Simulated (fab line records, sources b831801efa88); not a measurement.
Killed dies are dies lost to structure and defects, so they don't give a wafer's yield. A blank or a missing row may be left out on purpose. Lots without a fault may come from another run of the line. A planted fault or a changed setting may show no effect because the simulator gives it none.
A struck lot beside a sound one | flow gf180mcu | 14 steps out of a route of 602
Sound: wafers L881.2, L881.4, L881.6. Struck: wafers L879.4, L879.5, L879.6. The cause comes at the end.
At each step with rows: each side's tool, then ch and its chambers, then its first start. Under that, the readings that differ: sound wafers | struck wafers | difference of the means | sigmas: that difference in standard deviations of wafers without a fault.
alike: readings whose means differ by less than 2 such deviations, and words and numbers that are the same on both sides. not compared: withheld readings, readings that some wafer has no value for, bounds like >300 that may hide the same value, and numbers for which the record gives no deviation and whose values overlap.
The two part at a step that has a row with sigmas, a row that says differs or no value, or rows on one side only. Numbers that don't overlap but have no deviation are shown without sigmas and don't part them. A reading that every wafer of one side lacks parts them only if that side has two wafers or more.

GF_MIM_THK_MEAS_06:
  sound on film_metro-03, day 29 08:05; struck on film_metro-02, day 28 20:06
  alike: MIM_CVD_05_THK
GF_MIM_SPUTTER_07: material TiN, target thk 60 nm, time 50 s.
  sound on pvd_sputter-04, day 29 08:08; struck on pvd_sputter-01, day 28 20:08
  alike: throttle_valve_pct
GF_MIM_SPUTTER_08: material AlCu, target thk 200 nm, time 10.6 s.
  sound on pvd_sputter-04, day 29 08:11; struck on pvd_sputter-01, day 28 20:11
  alike: throttle_valve_pct
GF_MIM_SPUTTER_09: material TiN, target thk 35 nm, time 29.2 s.
  sound on pvd_sputter-04, day 29 08:12; struck on pvd_sputter-01, day 28 20:12
  alike: throttle_valve_pct
GF_MIM_RS_MEAS_10: measures by four-point-probe.
  sound on film_metro-02, day 29 08:15; struck on film_metro-02, day 28 20:17
  alike: MIM_ALCU_RS
GF_MIM_THK_MEAS_11: measures by xrf.
  sound on film_metro-02, day 29 08:22; struck on film_metro-02, day 28 20:23
  alike: MIM_ALCU_THK
then, 6 steps without rows for these wafers: GF_MIM_DEHYDRATE_12 (time 60 s); GF_MIM_HMDS_13 (prime time 60 s); GF_MIM_COAT_14 (resist thk 1000 nm); GF_MIM_SOFTBAKE_15 (time 60 s); GF_MIM_EXPOSE_16 (exposes mask FuseTop, target cd 2000 nm); GF_MIM_PEB_17.
GF_MIM_DEVELOP_18: develop time 60 s.
  sound on litho_track-04 ch 0, day 30 02:46; struck on litho_track-04, day 29 15:13
  no value came back on the struck wafers for chill_plate_temp_C (C), develop_time_s (s), resist_line_temp_C (C); on the sound wafers chill_plate_temp_C (C) reads 23.00 23.13 23.02
GF_MIM_METAL_ETCH_19: etches the open film in Cl2/BCl3, stops on Si3N4, target depth 324.5 nm, time 54.1 s.
  sound on rie_metal-02 ch 0,1, day 30 02:53; struck on rie_metal-02 ch 0,1, day 29 15:19
  alike: drypump_motor_current_A, oes_product_au, throttle_valve_pct
  not compared: rf_hours_counter_h

WHERE THEY PART
Only at GF_MIM_DEVELOP_18, within this record. Later steps at which nothing parts them and some readings are alike: GF_MIM_METAL_ETCH_19.

WHY: what the simulator had put in
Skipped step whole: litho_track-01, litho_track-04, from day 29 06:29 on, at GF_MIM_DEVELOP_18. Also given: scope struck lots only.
